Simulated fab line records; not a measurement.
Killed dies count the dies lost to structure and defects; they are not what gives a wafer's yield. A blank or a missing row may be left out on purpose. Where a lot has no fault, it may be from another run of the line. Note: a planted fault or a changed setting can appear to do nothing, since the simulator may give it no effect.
What tool caused it? ; flow gf180mcu ; 42 wafers from 14 lots sampled at 2 of the route's 602 steps

WHAT THE GAUGES READ, wafer by wafer
GF_STI_THK_MEAS_04. Usual: for STI_CVD_03_THK the level is 206.9 nm and the standard deviation is 2.3.
lot;measured;on;STI_CVD_03_THK (nm);flag
L354;day 1 13:35;filmMetro-04;208.4 210.4 208.5;
L355;day 1 19:02;filmMetro-01;210.5 212.0 210.8;
L356;day 1 23:34;filmMetro-04;211.1 209.1 210.2;
L357;day 2 04:35;filmMetro-03;208.8 209.6 207.3;
L358;day 2 09:35;filmMetro-01;201.8 201.8 201.5;
L359;day 2 16:40;filmMetro-01;199.2 200.3 200.4;OFF
L360;day 2 20:33;filmMetro-03;207.2 209.3 207.9;
L363;day 3 12:04;filmMetro-03;205.5 205.5 207.0;
L364;day 3 15:34;filmMetro-04;199.5 198.2 198.4;OFF
L369;day 4 17:37;filmMetro-03;202.9 203.3 203.9;
L371;day 5 02:34;filmMetro-04;203.4 202.5 204.5;
L375;day 6 00:28;filmMetro-01;204.4 206.5 207.9;
L376;day 6 04:20;filmMetro-01;208.9 209.0 208.5;
L377;day 6 08:34;filmMetro-03;205.0 206.6 205.6;

WHAT TOOL EACH LOT RAN ON (gives the tool, then ch and the chambers of the sampled wafers, and finally the start)
lot;GF_STI_CVD_03
L354;lpcvd-02 ch 0, day 1 11:34
L355;lpcvd-02 ch 0, day 1 17:04
L356;lpcvd-02 ch 0, day 1 21:34
L357;lpcvd-02 ch 1, day 2 02:34
L358;lpcvd-01 ch 0, day 2 07:34
L359;lpcvd-02 ch 0, day 2 14:40
L360;lpcvd-01 ch 0, day 2 17:34
L363;lpcvd-01 ch 0, day 3 10:05
L364;lpcvd-02 ch 0, day 3 13:34
L369;lpcvd-01 ch 0, day 4 15:38
L371;lpcvd-01 ch 1, day 5 00:34
L375;lpcvd-01 ch 1, day 5 21:27
L376;lpcvd-02 ch 0, day 6 02:21
L377;lpcvd-02 ch 1, day 6 06:34
- GF_STI_CVD_03: deposits Si3N4 from DCS/NH3, target thk 207.16 nm, time 3551 s.

WHAT THE TOOLS THEMSELVES READ (means of the sampled wafers that have a number; where no wafer has one, the mark that the record gives instead)
The record holds no such reading with a usual standard deviation.

THE ANSWER, worked out from the rows above alone
Rule: lot off if the mean of its wafers having a number is beyond 3 standard deviations from the usual mean. A lot without any number at a reading at which 4 lots or more have one is off too. The other lots that the step has rows for count as sound. First the gauges in route order, then the tools' own readings, where a lot's mean is used as printed above. The first step at which some lot is off is used, and at that step the reading that is off furthest; a lot without a number counts as furthest.
Off: L359, L364, at GF_STI_THK_MEAS_04 (STI_CVD_03_THK).
A tool fits if, at a process step before that reading, it ran every lot that is off, and no sound lot after the first of them. Gauges at GF_STI_THK_MEAS_04: tried the same way as those tools. Not one of the candidates tried fits.

WHAT THE SIMULATOR HAD PUT IN
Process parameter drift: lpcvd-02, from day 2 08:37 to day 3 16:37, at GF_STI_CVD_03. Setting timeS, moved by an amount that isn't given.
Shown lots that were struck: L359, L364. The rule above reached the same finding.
